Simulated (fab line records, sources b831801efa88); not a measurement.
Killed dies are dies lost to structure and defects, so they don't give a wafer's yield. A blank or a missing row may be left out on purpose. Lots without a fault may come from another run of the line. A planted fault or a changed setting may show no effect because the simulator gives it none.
Chamber matching | flow gf180mcu | GF_V1_CVD_02 on pecvd-02: 3 sister chambers
The step deposits SiO2 from TEOS, target thk 850 nm, time 94.851 s. 22 wafers are shown with their chamber, then 11 later ones without.

WAFERS WITH THEIR CHAMBER
wafer  | chamber | heater_power_w (W)
L076.1 | 0       | 498
L076.2 | 2       | 512
L076.3 | 1       | 731
L076.4 | 2       | 401
L076.5 | 1       | 766
L076.6 | 0       | 550
L079.2 | 0       | 487
L079.5 | 2       | 463
L079.6 | 0       | 534
L081.4 | 1       | 611
L081.5 | 2       | 487
L081.6 | 0       | 584
L083.1 | 0       | 502
L083.3 | 2       | 462
L083.6 | 1       | 699
L085.1 | 2       | 489
L085.2 | 1       | 689
L085.3 | 0       | 519
L085.4 | 1       | 737
L085.5 | 2       | 515
L085.6 | 0       | 562
L089.2 | 2       | 504

SIGNATURES (means of the wafers above)
reading        | chamber 0 | chamber 1 | chamber 2 | scatter within a chamber
heater_power_w | 529.50    | 705.50    | 479.12    | 41.3
Rule: a wafer's distance from a chamber is the root of the sum, over the readings, of the square of ((its reading less the chamber's mean) divided by the reading's scatter). The wafer belongs to the nearest chamber; if the next one is less than 2 further off, it can't be placed. The scatter: the root of (the sum of the squares of (reading less its chamber's mean) over the shown wafers, divided by (wafers less chambers)).

WAFERS WITHOUT THEIR CHAMBER
wafer  | heater_power_w (W)
L089.3 | 657
L089.5 | 394
L092.1 | 596
L092.2 | 770
L092.5 | 617
L094.1 | 431
L094.2 | 714
L094.3 | 525
L094.4 | 469
L094.5 | 580
L094.6 | 750

WHICH CHAMBER EACH WENT THROUGH
wafer  | from the rows above          | in truth
L089.3 | can't be placed: 1 or 0      | 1
L089.5 | can't be placed: 2 or 0      | 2
L092.1 | can't be placed: 0 or 1 or 2 | 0
L092.2 | 1                            | 1
L092.5 | can't be placed: 0 or 1 or 2 | 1
L094.1 | can't be placed: 2 or 0      | 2
L094.2 | 1                            | 1
L094.3 | can't be placed: 0 or 2      | 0
L094.4 | can't be placed: 2 or 0      | 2
L094.5 | can't be placed: 0 or 2 or 1 | 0
L094.6 | 1                            | 1
Placed correctly: 3 of 11. Can't be placed from these rows: 8 (the true chamber is among the candidates in 8). Placed wrongly: 0.
